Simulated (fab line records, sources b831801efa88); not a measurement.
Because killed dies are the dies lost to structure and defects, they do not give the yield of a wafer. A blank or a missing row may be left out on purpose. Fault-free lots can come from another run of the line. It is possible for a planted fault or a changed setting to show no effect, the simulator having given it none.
fab line records	flow sky130	part 1 of 2: steps 1 to 41 of 42
record lots=6	wafers=18	last-day=50
route steps=708 shown RES_XHIGH@339 SD_N@342 SD_P@359 SALICIDE@361 LI_CONTACT@362 PAD_OPEN@708
lots untouched by any fault: they come from a run of this same line in which no faults occurred
start-h: hours from the record's first day to the start of the lot's first wafer shown	wait-h: hours elapsed since this lot's preceding step	" the same as in the row above	L1.1+2: a single row standing in for several wafers	- no value present, or no start provided	* or withheld: withheld	< > ~ a bound
route shown NAME@n: NAME is a module with steps in the file, n the number in the route of the first one	usual: mean and standard deviation over wafers with no fault	same: alike in all rows	chamber/n: place in a boat	sites: per-site readings	_std_site: how widely they spread, as a standard deviation	_edge_site: the outer-site mean with the inner-site mean subtracted	radius-mm: for every site, how far away it sits from the centre of the wafer	mask NAME#n: copy n	behind: the last tool/chamber to shape the wafer	hold: what put the lot on hold/how long, in hours/how the hold closed	device: the n, p or np transistor that did not switch	end of line: the tests these same wafers got at the end of their route	a step without rows: its recipe alone	killed: dies lost to structure and defects at the first sort, not the wafer's yield	map: dies across one wafer; x = killed, . = not, _ = none there
set.NAME: setting as actually run; set.NAME@STEP: the setting as run at that earlier step	model.NAME: the simulator's own value behind a step, which no gauge read
lots at some steps of the route; a table a step, a row a wafer
services: when a tool's chamber went out of use (start-h, in hours from the record's first day, below 0 if earlier), for how many hours, and the reason
## steps
# step SKY_RES_XHIGH_IMPLANT_07
# recipe species=BF2	energy-kev=20	dose-cm2=3.6e+14	tilt-deg=0
# step SKY_RES_XHIGH_STRIP_08
# recipe chemistry=O2/N2	power-w=1400	pressure-mtorr=1500	platen-temp-c=withheld	o2-flow-sccm=3000	n2-flow-sccm=300	overash-fraction=0.5
# usual drypump-motor-current-A=6.1/0.58	oes-product-au=0.712/0.0045	strip-time-to-endpoint-s=14.28/0.045
lot.wafer	tool	chamber	start-h	wait-h	drypump-motor-current-A	oes-product-au	rf-hours-counter-h	strip-time-to-endpoint-s
L379.1	plasma-asher-04	0	611.35	0.1	6.8	0.709	18	14.25
L379.3	"	0	"	"	6.8	0.718	-	14.26
L379.6	"	0	"	"	6.8	0.717	-	14.25
L390.1	plasma-asher-02	1	728.50	0.1	6.0	0.708	88	14.35
L390.4	"	1	"	"	6.0	0.711	-	14.31
L390.5	"	1	"	"	6.0	0.705	-	14.30
L389.1	plasma-asher-01	0	730.31	0.1	5.7	0.715	60	14.29
L389.2	"	1	"	"	4.8	0.713	60	14.28
L389.3	"	1	"	"	4.8	0.713	-	14.27
L393.1	plasma-asher-02	1	734.31	0.1	6.0	0.717	88	14.28
L393.4	"	0	"	"	6.4	0.715	-	14.26
L393.6	"	0	"	"	6.3	0.717	-	14.24
L394.2	plasma-asher-02	1	738.25	0.1	6.0	0.706	89	14.26
L394.4	"	0	"	"	6.3	0.709	-	14.24
L394.5	"	0	"	"	6.4	0.706	-	14.20
L402.1	plasma-asher-04	1	800.46	0.1	5.8	0.716	41	14.23
L402.3	"	0	"	"	6.8	0.709	-	14.26
L402.4	"	1	"	"	5.8	0.713	-	14.26
# step SKY_RES_XHIGH_TW_MEAS_09
# usual RES_XHIGH_TW=1644/7.9
lot.wafer	tool	chamber	start-h	wait-h	RES_XHIGH_TW
L379.1	film-metro-01	-	611.45	0.1	1658
L379.3	"	-	"	"	1656
L379.6	"	-	"	"	1654
L390.1	film-metro-03	-	728.60	0.1	1634
L390.4	"	-	"	"	1634
L390.5	"	-	"	"	1631
L389.1	film-metro-01	-	730.41	0.1	1653
L389.2	"	-	"	"	1649
L389.3	"	-	"	"	1642
L393.1	film-metro-03	-	734.41	0.1	1633
L393.4	"	-	"	"	1630
L393.6	"	-	"	"	1633
L394.2	film-metro-03	-	738.36	0.1	1633
L394.4	"	-	"	"	1633
L394.5	"	-	"	"	1634
L402.1	film-metro-03	-	800.56	0.1	1631
L402.3	"	-	"	"	1631
L402.4	"	-	"	"	1636
# step SKY_SD_N_DEHYDRATE_00
# recipe temp-c=200	time-s=60
# step SKY_SD_N_HMDS_01
# recipe prime-time-s=60	prime-temp-c=120
# step SKY_SD_N_COAT_02
# recipe resist=NOVOLAK	spin-rpm=3000	resist-thk-nm=1140
# step SKY_SD_N_SOFTBAKE_03
# recipe temp-c=90	time-s=60	resist=NOVOLAK
# step SKY_SD_N_EXPOSE_04
# recipe mask-id=NSDM	na=0.6	source-shape=conventional	sigma-outer=0.6	polarization=unpolarized	target-cd-nm=380	dose-mj=141
# step SKY_SD_N_PEB_05
# recipe temp-c=withheld	time-s=*	resist=NOVOLAK
# step SKY_SD_N_DEVELOP_06
# recipe resist=NOVOLAK	developer=TMAH	develop-time-s=60	dev-temp-c=23
# step SKY_SD_N_CD_MEAS_07
# recipe target-cd-nm=380
# usual cd-nm=380.9/1.9
lot.wafer	tool	chamber	start-h	wait-h	cd-nm
L379.1	cd-sem-01	-	640.21	0.1	380.1
L379.3	"	-	"	"	383.3
L379.6	"	-	"	"	382.8
L390.1	cd-sem-01	-	756.10	0.1	379.5
L390.4	"	-	"	"	381.4
L390.5	"	-	"	"	379.2
L389.1	cd-sem-02	-	757.85	0.1	381.8
L389.2	"	-	"	"	379.8
L389.3	"	-	"	"	382.7
L393.1	cd-sem-02	-	761.45	0.1	382.1
L393.4	"	-	"	"	379.5
L393.6	"	-	"	"	381.3
L394.2	cd-sem-01	-	764.88	0.1	383.7
L394.4	"	-	"	"	383.9
L394.5	"	-	"	"	382.0
L402.1	cd-sem-02	-	826.86	0.1	381.4
L402.3	"	-	"	"	381.3
L402.4	"	-	"	"	380.4
# step SKY_SD_N_OVL_MEAS_08
# usual SD_N_OVL=0.2/1.2
lot.wafer	tool	chamber	start-h	wait-h	SD_N_OVL[nm]
L379.1	overlay-02	-	640.33	0.1	1.8
L379.3	"	-	"	"	1.3
L379.6	"	-	"	"	1.4
L390.1	overlay-01	-	756.22	0.1	0.9
L390.4	"	-	"	"	0.6
L390.5	"	-	"	"	-0.8
L389.1	overlay-01	-	757.97	0.1	1.1
L389.2	"	-	"	"	0.9
L389.3	"	-	"	"	0.8
L393.1	overlay-01	-	761.57	0.1	1.8
L393.4	"	-	"	"	0.3
L393.6	"	-	"	"	1.0
L394.2	overlay-02	-	764.98	0.1	-2.1
L394.4	"	-	"	"	-1.1
L394.5	"	-	"	"	-2.1
L402.1	overlay-02	-	826.98	0.1	-1.7
L402.3	"	-	"	"	-2.1
L402.4	"	-	"	"	-1.4
# step SKY_SD_N_IMPLANT_09
# recipe species=As	energy-kev=50	dose-cm2=4e+15	tilt-deg=0
# usual end-station-pressure-torr=1.33e-05/7.4e-07
lot.wafer	tool	chamber	start-h	wait-h	end-station-pressure-torr
L379.1	implanter-02	0	640.36	0.0	1.42e-05
L379.3	"	0	"	"	1.33e-05
L379.6	"	0	"	"	1.22e-05
L390.1	implanter-02	0	756.26	0.0	1.37e-05
L390.4	"	0	"	"	1.27e-05
L390.5	"	0	"	"	1.24e-05
L389.1	implanter-02	0	758.01	0.0	1.28e-05
L389.2	"	0	"	"	1.41e-05
L389.3	"	0	"	"	1.31e-05
L393.1	implanter-04	0	761.61	0.0	1.26e-05
L393.4	"	0	"	"	1.29e-05
L393.6	"	0	"	"	1.33e-05
L394.2	implanter-01	0	765.04	0.0	1.38e-05
L394.4	"	0	"	"	1.33e-05
L394.5	"	0	"	"	1.18e-05
L402.1	implanter-04	0	827.02	0.0	1.34e-05
L402.3	"	0	"	"	1.34e-05
L402.4	"	0	"	"	1.4e-05
# step SKY_SD_N_IMPLANT_10
# recipe species=P	energy-kev=20	dose-cm2=1e+14	tilt-deg=0
# step SKY_SD_N_STRIP_11
# recipe chemistry=O2/N2	power-w=1400	pressure-mtorr=1500	platen-temp-c=withheld	o2-flow-sccm=3000	n2-flow-sccm=300	overash-fraction=0.5
# usual drypump-motor-current-A=6.0/0.57	oes-product-au=0.526/0.0047	strip-time-to-endpoint-s=22.53/0.043
lot.wafer	tool	chamber	start-h	wait-h	drypump-motor-current-A	oes-product-au	rf-hours-counter-h	strip-time-to-endpoint-s
L379.1	plasma-asher-01	0	640.66	0.1	5.8	0.529	51	22.64
L379.3	"	1	"	"	4.8	0.519	-	22.58
L379.6	"	0	"	"	5.7	0.520	-	22.57
L390.1	plasma-asher-04	0	756.56	0.1	6.8	0.527	34	22.53
L390.4	"	1	"	"	5.8	0.529	-	22.52
L390.5	"	1	"	"	5.8	0.529	-	22.51
L389.1	plasma-asher-04	0	758.31	0.1	6.9	0.519	34	22.51
L389.2	"	1	"	"	5.8	0.521	34	22.57
L389.3	"	0	"	"	6.8	0.537	-	22.54
L393.1	plasma-asher-03	1	761.91	0.1	6.0	0.530	2	22.50
L393.4	"	1	"	"	6.0	0.518	-	22.49
L393.6	"	1	"	"	6.0	0.525	-	22.48
L394.2	plasma-asher-04	1	765.31	0.1	5.8	0.538	35	22.52
L394.4	"	1	"	"	5.8	0.528	-	22.55
L394.5	"	1	"	"	5.8	0.523	-	22.58
L402.1	plasma-asher-03	0	827.32	0.1	6.1	0.528	7	22.52
L402.3	"	1	"	"	6.0	0.530	-	22.51
L402.4	"	0	"	"	6.1	0.524	-	22.55
# step SKY_SD_N_TW_MEAS_12
# usual SD_N_TW=3986/25
lot.wafer	tool	chamber	start-h	wait-h	SD_N_TW
L379.1	film-metro-03	-	640.76	0.1	4021
L379.3	"	-	"	"	3987
L379.6	"	-	"	"	4000
L390.1	film-metro-01	-	756.66	0.1	3999
L390.4	"	-	"	"	3983
L390.5	"	-	"	"	3976
L389.1	film-metro-03	-	758.41	0.1	4000
L389.2	"	-	"	"	4013
L389.3	"	-	"	"	4013
L393.1	film-metro-03	-	762.01	0.1	3981
L393.4	"	-	"	"	3988
L393.6	"	-	"	"	3975
L394.2	film-metro-01	-	765.42	0.1	4008
L394.4	"	-	"	"	4016
L394.5	"	-	"	"	3998
L402.1	film-metro-04	-	827.42	0.1	3938
L402.3	"	-	"	"	3931
L402.4	"	-	"	"	3948
# step SKY_SD_N_CLEAN_13
# recipe chemistry=SC1/SC2	mix=1:4:20	temp-c=70	time-s=150	dry=n2-spin
# step SKY_SD_N_RTA_14
# recipe temp-c=1075	time-s=2	idle-temp-c=650	ramp-up-c-per-s=150	ramp-down-c-per-s=90	ambient=N2
# usual lamp-power-pct=15.74/0.053	wafer_temp_C_max=1078.2/1.5
lot.wafer	tool	chamber	start-h	wait-h	lamp-power-pct	wafer_temp_C_max
L379.1	rtp-anneal-01	0	640.88	0.0	15.76	1079.3
L379.3	"	0	"	"	15.76	1078.9
L379.6	"	0	"	"	15.72	1078.2
L390.1	rtp-anneal-01	0	756.77	0.0	15.66	1075.4
L390.4	"	0	"	"	15.73	1078.7
L390.5	"	0	"	"	15.63	1079.2
L389.1	rtp-anneal-02	0	758.52	0.0	15.81	1081.0
L389.2	"	0	"	"	15.66	1079.3
L389.3	"	0	"	"	15.72	1076.1
L393.1	rtp-anneal-01	0	762.12	0.0	15.75	1077.0
L393.4	"	0	"	"	15.74	1078.7
L393.6	"	0	"	"	15.67	1079.0
L394.2	rtp-anneal-02	0	765.53	0.0	15.72	1078.9
L394.4	"	0	"	"	15.74	1078.0
L394.5	"	0	"	"	15.72	1077.5
L402.1	rtp-anneal-02	0	827.58	0.0	15.71	1076.0
L402.3	"	0	"	"	15.74	1080.3
L402.4	"	0	"	"	15.67	1079.6
# step SKY_SD_N_RS_MEAS_16
# recipe thk-meas-gauge=four-point-probe
# usual SD_N_RS=68.39/0.1
lot.wafer	tool	chamber	start-h	wait-h	SD_N_RS[ohm/sq]
L379.1	film-metro-03	-	641.06	0.1	68.26
L379.3	"	-	"	"	68.30
L379.6	"	-	"	"	68.37
L390.1	film-metro-01	-	756.94	0.1	68.49
L390.4	"	-	"	"	68.56
L390.5	"	-	"	"	68.51
L389.1	film-metro-04	-	758.74	0.1	68.46
L389.2	"	-	"	"	68.44
L389.3	"	-	"	"	68.30
L393.1	film-metro-03	-	762.29	0.1	68.23
L393.4	"	-	"	"	68.34
L393.6	"	-	"	"	68.38
L394.2	film-metro-03	-	765.72	0.1	68.32
L394.4	"	-	"	"	68.46
L394.5	"	-	"	"	68.32
L402.1	film-metro-01	-	827.75	0.1	68.43
L402.3	"	-	"	"	68.36
L402.4	"	-	"	"	68.45
# step SKY_SD_N_RS_MEAS_17
# recipe thk-meas-gauge=four-point-probe
# usual SD_P_RS=146.7/0.32
lot.wafer	tool	chamber	start-h	wait-h	SD_P_RS[ohm/sq]
L379.1	film-metro-03	-	641.18	0.1	146.6
L379.3	"	-	"	"	146.6
L379.6	"	-	"	"	146.8
L390.1	film-metro-01	-	757.06	0.1	147.0
L390.4	"	-	"	"	146.8
L390.5	"	-	"	"	147.0
L389.1	film-metro-04	-	758.86	0.1	147.0
L389.2	"	-	"	"	146.9
L389.3	"	-	"	"	146.7
L393.1	film-metro-03	-	762.41	0.1	146.6
L393.4	"	-	"	"	146.6
L393.6	"	-	"	"	146.3
L394.2	film-metro-03	-	765.84	0.1	147.0
L394.4	"	-	"	"	146.7
L394.5	"	-	"	"	146.9
L402.1	film-metro-01	-	827.87	0.1	147.6
L402.3	"	-	"	"	147.3
L402.4	"	-	"	"	147.1
# step SKY_SD_N_RS_MEAS_18
# recipe thk-meas-gauge=four-point-probe
# usual RES_XHIGH_RS=332.2/1.1
lot.wafer	tool	chamber	start-h	wait-h	RES_XHIGH_RS[ohm/sq]
L379.1	film-metro-03	-	641.30	0.1	330.9
L379.3	"	-	"	"	330.9
L379.6	"	-	"	"	330.7
L390.1	film-metro-01	-	757.18	0.1	331.0
L390.4	"	-	"	"	331.3
L390.5	"	-	"	"	331.3
L389.1	film-metro-04	-	758.98	0.1	334.2
L389.2	"	-	"	"	332.4
L389.3	"	-	"	"	333.8
L393.1	film-metro-03	-	762.53	0.1	333.0
L393.4	"	-	"	"	333.4
L393.6	"	-	"	"	333.6
L394.2	film-metro-03	-	765.96	0.1	333.3
L394.4	"	-	"	"	333.2
L394.5	"	-	"	"	333.3
L402.1	film-metro-01	-	827.99	0.1	333.2
L402.3	"	-	"	"	332.0
L402.4	"	-	"	"	332.6
# step SKY_SALICIDE_CLEAN_00
# recipe chemistry=HF-last	time-s=30	dilution=100:1	dry=ipa-marangoni
# step SKY_LI_CONTACT_HDPCVD_00
# recipe material=PSG	target-thk-nm=930	sigma-open-frac=0.3	time-s=155	temp-c=600	sih4-flow-sccm=60	pressure-mtorr=6
# step SKY_LI_CONTACT_THK_MEAS_01
# recipe reads=PSG_of_LI_CONTACT_HDPCVD_00
# usual LI_CONTACT_HDPCVD_THK=932/9.4
lot.wafer	tool	chamber	start-h	wait-h	LI_CONTACT_HDPCVD_THK[nm]
L379.1	film-metro-04	-	641.54	0.1	929
L379.3	"	-	"	"	932
L379.6	"	-	"	"	925
L390.1	film-metro-04	-	757.42	0.1	934
L390.4	"	-	"	"	947
L390.5	"	-	"	"	936
L389.1	film-metro-03	-	759.22	0.1	936
L389.2	"	-	"	"	944
L389.3	"	-	"	"	934
L393.1	film-metro-04	-	762.77	0.1	933
L393.4	"	-	"	"	934
L393.6	"	-	"	"	945
L394.2	film-metro-03	-	766.19	0.1	943
L394.4	"	-	"	"	937
L394.5	"	-	"	"	931
L402.1	film-metro-01	-	828.23	0.1	928
L402.3	"	-	"	"	936
L402.4	"	-	"	"	927
# step SKY_LI_CONTACT_CMP_02
# recipe material=PSG	down-force-psi=4	platen-rpm=60	pad-velocity-m-s=0.94248
# step SKY_LI_CONTACT_BOW_MEAS_03
# recipe mode=bow
# usual LI_CONTACT_BOW=56/6.6
lot.wafer	tool	chamber	start-h	wait-h	LI_CONTACT_BOW[um]
L379.1	film-metro-04	-	641.90	0.1	55
L379.3	"	-	"	"	61
L379.6	"	-	"	"	57
L390.1	film-metro-01	-	757.78	0.1	44
L390.4	"	-	"	"	49
L390.5	"	-	"	"	58
L389.1	film-metro-01	-	759.58	0.2	57
L389.2	"	-	"	"	64
L389.3	"	-	"	"	67
L393.1	film-metro-01	-	763.13	0.2	72
L393.4	"	-	"	"	60
L393.6	"	-	"	"	53
L394.2	film-metro-01	-	766.56	0.2	51
L394.4	"	-	"	"	54
L394.5	"	-	"	"	48
L402.1	film-metro-01	-	828.59	0.2	68
L402.3	"	-	"	"	64
L402.4	"	-	"	"	58
# step SKY_LI_CONTACT_DEHYDRATE_04
# recipe temp-c=200	time-s=60
# step SKY_LI_CONTACT_HMDS_05
# recipe prime-time-s=60	prime-temp-c=120
# step SKY_LI_CONTACT_COAT_06
# recipe resist=BARC	temp-c=withheld	time-s=withheld	spin-rpm=3000	resist-thk-nm=60
# step SKY_LI_CONTACT_COAT_07
# recipe resist=KrF-thick	spin-rpm=3000	resist-thk-nm=450
# step SKY_LI_CONTACT_SOFTBAKE_08
# recipe temp-c=100	time-s=90	resist=KrF-thick
# step SKY_LI_CONTACT_EXPOSE_09
# recipe mask-id=LICM1	na=0.8	source-shape=annular	sigma-inner=0.55	sigma-outer=0.85	target-cd-nm=170	dose-mj=38
# step SKY_LI_CONTACT_PEB_10
# recipe peb-temp-c=withheld	peb-time-s=withheld	resist=KrF-thick
# step SKY_LI_CONTACT_DEVELOP_11
# recipe develop-time-s=60	resist=KrF-thick	dev-temp-c=21
# step SKY_LI_CONTACT_CD_MEAS_12
# recipe target-cd-nm=170
# usual cd-nm=170.4/1.7
lot.wafer	tool	chamber	start-h	wait-h	cd-nm
L379.1	cd-sem-02	-	670.00	-	171.8
L379.3	"	-	"	"	172.5
L379.6	"	-	"	"	172.4
L390.1	cd-sem-01	-	784.70	-	170.9
L390.4	"	-	"	"	172.5
L390.5	"	-	"	"	170.0
L389.1	cd-sem-01	-	786.81	-	171.5
L389.2	"	-	"	"	171.4
L389.3	"	-	"	"	173.9
L393.1	cd-sem-02	-	789.76	-	168.8
L393.4	"	-	"	"	170.2
L393.6	"	-	"	"	169.6
L394.2	cd-sem-02	-	792.77	-	169.4
L394.4	"	-	"	"	171.1
L394.5	"	-	"	"	169.3
L402.1	cd-sem-02	-	855.22	-	166.8
L402.3	"	-	"	"	167.3
L402.4	"	-	"	"	167.0
# step SKY_LI_CONTACT_OVL_MEAS_13
# usual LI_CONTACT_OVL=1/5.1
lot.wafer	tool	chamber	start-h	wait-h	LI_CONTACT_OVL[nm]
L379.1	overlay-02	-	670.12	0.1	5
L379.3	"	-	"	"	9
L379.6	"	-	"	"	7
L390.1	overlay-02	-	784.82	0.1	17
L390.4	"	-	"	"	14
L390.5	"	-	"	"	14
L389.1	overlay-02	-	786.93	0.1	7
L389.2	"	-	"	"	2
L389.3	"	-	"	"	1
L393.1	overlay-02	-	789.88	0.1	13
L393.4	"	-	"	"	2
L393.6	"	-	"	"	3
L394.2	overlay-02	-	792.88	0.1	-3
L394.4	"	-	"	"	0
L394.5	"	-	"	"	-4
L402.1	overlay-02	-	855.34	0.1	10
L402.3	"	-	"	"	4
L402.4	"	-	"	"	1
# step SKY_LI_CONTACT_ETCH_14
# recipe chemistry=N2/H2	target=BARC	ion-energy-ev=200	source-w=500	bias-w=100	pressure-mtorr=30	n2-flow-sccm=100	h2-flow-sccm=200	stop-on=SiO2	time-s=45.9	target-depth-a=600
# usual drypump-motor-current-A=5.6/0.54	oes-product-au=0.855/0.0047	throttle-valve-pct=13.224/0.0092
lot.wafer	tool	chamber	start-h	wait-h	drypump-motor-current-A	oes-product-au	rf-hours-counter-h	throttle-valve-pct
L379.1	rie-diel-02	0	670.16	0.0	5.2	0.851	13	13.220
L379.3	"	1	"	"	5.7	0.849	10	13.232
L379.6	"	1	"	"	5.7	0.855	-	13.241
L390.1	rie-diel-01	0	784.86	0.0	5.9	0.851	20	13.231
L390.4	"	3	"	"	5.3	0.858	5	13.224
L390.5	"	3	"	"	5.2	0.863	-	13.226
L389.1	rie-diel-01	1	786.96	0.0	6.6	0.862	5	13.226
L389.2	"	0	"	"	5.9	0.853	20	13.223
L389.3	"	2	"	"	5.2	0.855	26	13.237
L393.1	rie-diel-02	2	789.91	0.0	5.5	0.848	19	13.223
L393.4	"	3	"	"	6.3	0.852	4	13.214
L393.6	"	1	"	"	5.7	0.851	-	13.221
L394.2	rie-diel-01	0	792.91	0.0	5.9	0.858	20	13.227
L394.4	"	3	"	"	5.2	0.857	5	13.214
L394.5	"	0	"	"	5.9	0.853	-	13.209
L402.1	rie-diel-02	0	855.38	0.0	5.2	0.861	17	13.234
L402.3	"	1	"	"	5.7	0.858	14	13.204
L402.4	"	2	"	"	5.5	0.852	20	13.232
# step SKY_LI_CONTACT_ETCH_15
# recipe target=PSG	chemistry=C4F8/O2/Ar	stop-on=Si	taper-deg=4.15	mask-material=KrF-thick	source-w=1500	bias-w=1200	pressure-mtorr=40	c4f8-flow-sccm=withheld	O2_flow_sccm=6	Ar_flow_sccm=300	time-s=withheld	target-depth-a=6000
# step SKY_LI_CONTACT_STRIP_16
# recipe chemistry=O2/N2	power-w=1400	pressure-mtorr=1500	platen-temp-c=withheld	o2-flow-sccm=3000	n2-flow-sccm=300	overash-fraction=0.5
# usual drypump-motor-current-A=5.7/0.55	oes-product-au=0.375/0.005	strip-time-to-endpoint-s=3.490/0.025
lot.wafer	tool	chamber	start-h	wait-h	drypump-motor-current-A	oes-product-au	rf-hours-counter-h	strip-time-to-endpoint-s
L379.1	plasma-asher-01	0	670.28	-	5.8	0.375	54	3.489
L379.3	"	0	"	"	5.8	0.374	-	3.447
L379.6	"	0	"	"	5.8	0.376	-	3.461
L390.1	plasma-asher-01	1	784.98	-	4.8	0.383	61	3.522
L390.4	"	0	"	"	5.8	0.374	-	3.488
L390.5	"	1	"	"	4.8	0.379	-	3.510
L389.1	plasma-asher-03	1	787.09	-	6.0	0.373	3	3.485
L389.2	"	0	"	"	6.1	0.376	3	3.505
L389.3	"	1	"	"	6.0	0.378	-	3.487
L393.1	plasma-asher-02	0	790.04	-	6.4	0.373	97	3.468
L393.4	"	0	"	"	6.4	0.376	-	3.462
L393.6	"	1	"	"	6.0	0.375	-	3.461
L394.2	plasma-asher-01	0	793.03	-	5.7	0.369	62	3.501
L394.4	"	1	"	"	4.8	0.372	-	3.497
L394.5	"	0	"	"	5.7	0.382	-	3.486
L402.1	plasma-asher-01	0	855.50	-	5.8	0.374	68	3.523
L402.3	"	1	"	"	4.8	0.373	-	3.464
L402.4	"	0	"	"	5.8	0.377	-	3.533
# step SKY_LI_CONTACT_CLEAN_17
# recipe chemistry=NMP	time-s=600	temp-c=60	dry=n2-spin
# step SKY_LI_CONTACT_PRE_CLEAN_18
# recipe gas=Ar	time-s=5.6	bias-v=358
